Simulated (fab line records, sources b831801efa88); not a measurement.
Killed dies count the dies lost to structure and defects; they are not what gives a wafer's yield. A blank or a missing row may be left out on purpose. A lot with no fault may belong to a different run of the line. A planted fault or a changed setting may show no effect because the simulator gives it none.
The same fault as seen by 2 desks -- flow gf180mcu -- only its own numbers are on each desk; what lay behind them is given at the end

== AT THE TOOL OWNER'S DESK: litho-track-02 ==
Per lot that ran on this tool, the mean of the sampled wafers carrying a number, from the tool's own readings at GF_VT_IMPLANT_DEHYDRATE_33 (time 60 s). A lot is out of limits, marked OUT, if its mean lies more than 4 standard deviations from the usual mean; the brackets give that distance.
Columns: A = exhaust-pa at GF_VT_IMPLANT_DEHYDRATE_33, usual 45.2 Pa; B = heater-power-total-W at GF_VT_IMPLANT_DEHYDRATE_33, usual 160.38 W; C = run-length-s at GF_VT_IMPLANT_DEHYDRATE_33, usual 89.10 s
lot,first seen here,A,B,C
L635,day 7 11:44,46.3,160.33,89.26
L636,day 8 00:53,44.5,160.39,89.27
L637,day 8 01:26,45.7,160.44,89.36
L638,day 8 05:34,44.7,160.54,89.21
L645,day 10 09:05,45.5,163.82 (+26) OUT,85.88 (-17) OUT
L648,day 11 00:41,45.4,162.73 (+18) OUT,87.01 (-11) OUT
Finding of this desk: L645, L648 out of limits; the first was L645 at day 10 09:05, on heater-power-total-W at GF_VT_IMPLANT_DEHYDRATE_33. Within limits: L635, L636, L637, L638.

== AT THE METROLOGY DESK ==
Means of the sampled wafers that have a number, per lot and without regard to the tool the lot ran on: this is what the gauges read. A lot is out of limits, marked OUT, if its mean lies more than 4 standard deviations from the usual mean; the brackets give that distance.
Columns: A = VT_IMPLANT_01_OVL at GF_VT_IMPLANT_OVL_MEAS_18, usual 0.7 nm; B = VT_IMPLANT_02_OVL at GF_VT_IMPLANT_OVL_MEAS_29, usual 0.5 nm
lot,first seen here,A,B
L634,day 6 06:33,0.3,2.7
L635,day 6 11:49,0.9,-0.5
L636,day 7 01:32,0.5,2.4
L637,day 7 02:23,-0.0,1.8
L638,day 7 06:11,-1.3,2.1
L643,day 8 15:18,2.1,0.0
L645,day 9 06:47,0.2,1.7
L648,day 9 22:16,0.6,-1.8
L650,day 10 12:06,0.7,1.6
L651,day 10 17:33,-1.2,-1.0
L652,day 10 22:48,1.8,-1.1
L654,day 11 14:49,2.0,2.1
L656,day 12 01:25,-0.1,1.7
L657,day 12 05:53,2.0,0.6
This desk found nothing out of limits on any of the 14 lots.

== ALL TOGETHER ==
On L645, L648, at day 10 09:05, an alarm was possible from the tool owner's desk.
From the metrology desk's view, nothing was out of limits.
The metrology desk holds a record of L645, L648, inside its limits.
On litho-track-02, each named lot ran GF_VT_IMPLANT_DEHYDRATE_33.

== WHAT THE SIMULATOR HAD INSERTED ==
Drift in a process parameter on litho-track-02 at GF_VT_IMPLANT_DEHYDRATE_33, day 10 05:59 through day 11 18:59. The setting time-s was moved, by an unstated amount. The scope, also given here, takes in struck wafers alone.
Lots struck among those shown: L645, L648.
Hours from the fault's start to each desk's first reading out of limits: the tool owner's desk, 3.
